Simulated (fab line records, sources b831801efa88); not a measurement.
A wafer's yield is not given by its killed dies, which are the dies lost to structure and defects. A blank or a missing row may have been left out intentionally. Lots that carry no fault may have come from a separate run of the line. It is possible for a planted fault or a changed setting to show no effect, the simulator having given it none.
Struck lot and sound lot, side by side ; flow gf180mcu ; 23 steps out of a route of 602
Sound: wafers L815.1, L815.4, L815.6. Wafers L830.1, L830.2, L830.5 were the ones struck. Last of all comes the cause.
Each step with rows lists, per side, the tool, then ch with its chambers, then its first start. Under that, the readings that differ: sound wafers ; struck wafers ; difference of the means ; sigmas: that difference in standard deviations of wafers without a fault.
alike: a reading whose means differ by less than 2 such deviations, as well as words and numbers matching on both sides. not compared: withheld readings; readings where some wafer has no value; bounds like >300 that might hide an equal value; numbers whose values overlap and for which the record gives no deviation.
The two part at a step that has a row with sigmas, a row that says differs or no value, or rows on one side only. Numbers that have no deviation but don't overlap get no sigmas and don't part them. A reading that every wafer of one side lacks parts them only if that side has two wafers or more.

GF_V5_RS_MEAS_24: the measuring method here is four-point-probe.
  sound on film metro-01 at day 27 22:00; struck on film metro-04 at day 32 07:25
  alike: V5_W_RS
GF_V5_THK_MEAS_25: measures by xrf.
  sound on film metro-01 at day 27 22:07; struck on film metro-04 at day 32 07:32
reading;sound;struck;difference;sigmas
V5_W_THK (nm);363 363 361;341 345 344;-19;-3
GF_V5_CMP_26: polishes, stops on SiO2, t overpolish 15 s, target thk 0 nm.
  sound on cmp-02 ch 0,1,2, day 27 22:14; struck on cmp-01 ch 0,1, day 32 07:39
  alike: motor current A, overpolish run s, slurry filter dp kPa, time to endpoint s
then, 1 step without rows for these wafers: GF_TOP_METAL_SPUTTER_00 (material Ti, target thk 37.5 nm, time 150 s).
GF_TOP_METAL_SPUTTER_01: material TiN, target thk 30 nm, time 25 s.
  sound on pvd sputter-04 at day 27 22:35; struck on pvd sputter-02 at day 32 08:00
  alike: throttle valve pct
GF_TOP_METAL_SPUTTER_02: material AlCu, target thk 900 nm, time 47.82 s.
  sound on pvd sputter-04 at day 27 22:37; struck on pvd sputter-02 at day 32 08:02
  alike: throttle valve pct
GF_TOP_METAL_SPUTTER_03: material Ti, target thk 5 nm, time 3.3 s.
  sound on pvd sputter-04 at day 27 22:39; struck on pvd sputter-02 at day 32 08:04
  alike: throttle valve pct
GF_TOP_METAL_SPUTTER_04: material TiN, target thk 25 nm, time 20.8 s.
  sound on pvd sputter-04 at day 27 22:40; struck on pvd sputter-02 at day 32 08:05
  alike: throttle valve pct
GF_TOP_METAL_RS_MEAS_05: the measuring method here is four-point-probe.
  sound on film metro-04 at day 27 22:42; struck on film metro-03 at day 32 08:07
  alike: TOP_METAL_ALCU_RS
GF_TOP_METAL_THK_MEAS_06: measures by xrf.
  sound on film metro-04 at day 27 22:49; struck on film metro-03 at day 32 08:14
  alike: TOP_METAL_ALCU_THK
then, 2 steps without rows for these wafers: GF_TOP_METAL_DEHYDRATE_07 (time 60 s); GF_TOP_METAL_HMDS_08 (prime time 60 s).
GF_TOP_METAL_COAT_09: resist thk 1500 nm.
  sound on litho track-03 ch 0, day 28 08:18; struck on litho track-02 ch 0, day 32 16:02
reading;sound;struck;difference;sigmas
model.NOVOLAK_of_TOP_METAL_COAT_09.thk nm (nm);1489 1490 1489;1435 1440 1436;-52;
  alike: dispense pressure kPa, resist line temp C
then, 4 steps without rows for these wafers: GF_TOP_METAL_SOFTBAKE_10 (time 60 s); GF_TOP_METAL_EXPOSE_11 (exposes mask MetalTop, target cd 440 nm); GF_TOP_METAL_PEB_12; GF_TOP_METAL_DEVELOP_13 (develop time 60 s).
GF_TOP_METAL_CD_MEAS_14 targets a cd of 440 nm.
  sound on cd sem-02 at day 28 18:05; struck on cd sem-02 at day 33 00:44
reading;sound;struck;difference;sigmas
cd nm (nm);437.8 437.6 439.2;430.2 431.1 430.4;-7.6;-3
  not compared: hold
GF_TOP_METAL_OVL_MEAS_15:
  sound on overlay-01 at day 28 18:12; struck on overlay-01 at day 33 07:00
reading;sound;struck;difference;sigmas
hold;- - -;await dispo/6.1h/release await dispo/6.1h/release await dispo/6.1h/release;no value on the sound wafers;
  alike: TOP_METAL_OVL
GF_TOP_METAL_METAL_ETCH_16: etches the open film in Cl2/BCl3, stops on SiO2, target depth 1197 nm, time 199.5 s.
  sound on rie metal-01 ch 0,1, day 28 18:14; struck on rie metal-04 ch 0,1, day 33 07:02
reading;sound;struck;difference;sigmas
model.NOVOLAK_of_TOP_METAL_COAT_09.thk nm (nm);1016 1008 1009;966.8 969.5 964.4;-44.1;
  alike: drypump motor current A, oes product au, rf fwd power W, throttle valve pct
  not compared: rf hours counter h
GF_TOP_METAL_STRIP_17: strips in O2/N2.
  sound on plasma asher-04 ch 1, day 28 18:26; struck on plasma asher-04 ch 0,1, day 33 07:24
reading;sound;struck;difference;sigmas
strip time to endpoint s (s);12.85 12.82 12.85;12.35 12.38 12.32;-0.49;-6
  alike: drypump motor current A, heater power w, oes product au
  not compared: rf hours counter h
then, 2 steps without rows for these wafers: GF_TOP_METAL_STRIP_18 (strips in post etch residue remover, time 1200 s); GF_PASSIVATION_PROBE_99.

WHERE THEY PART
Last at GF_TOP_METAL_STRIP_17 as far as this record goes, first at GF_V5_THK_MEAS_25.

WHY: what the simulator had put in
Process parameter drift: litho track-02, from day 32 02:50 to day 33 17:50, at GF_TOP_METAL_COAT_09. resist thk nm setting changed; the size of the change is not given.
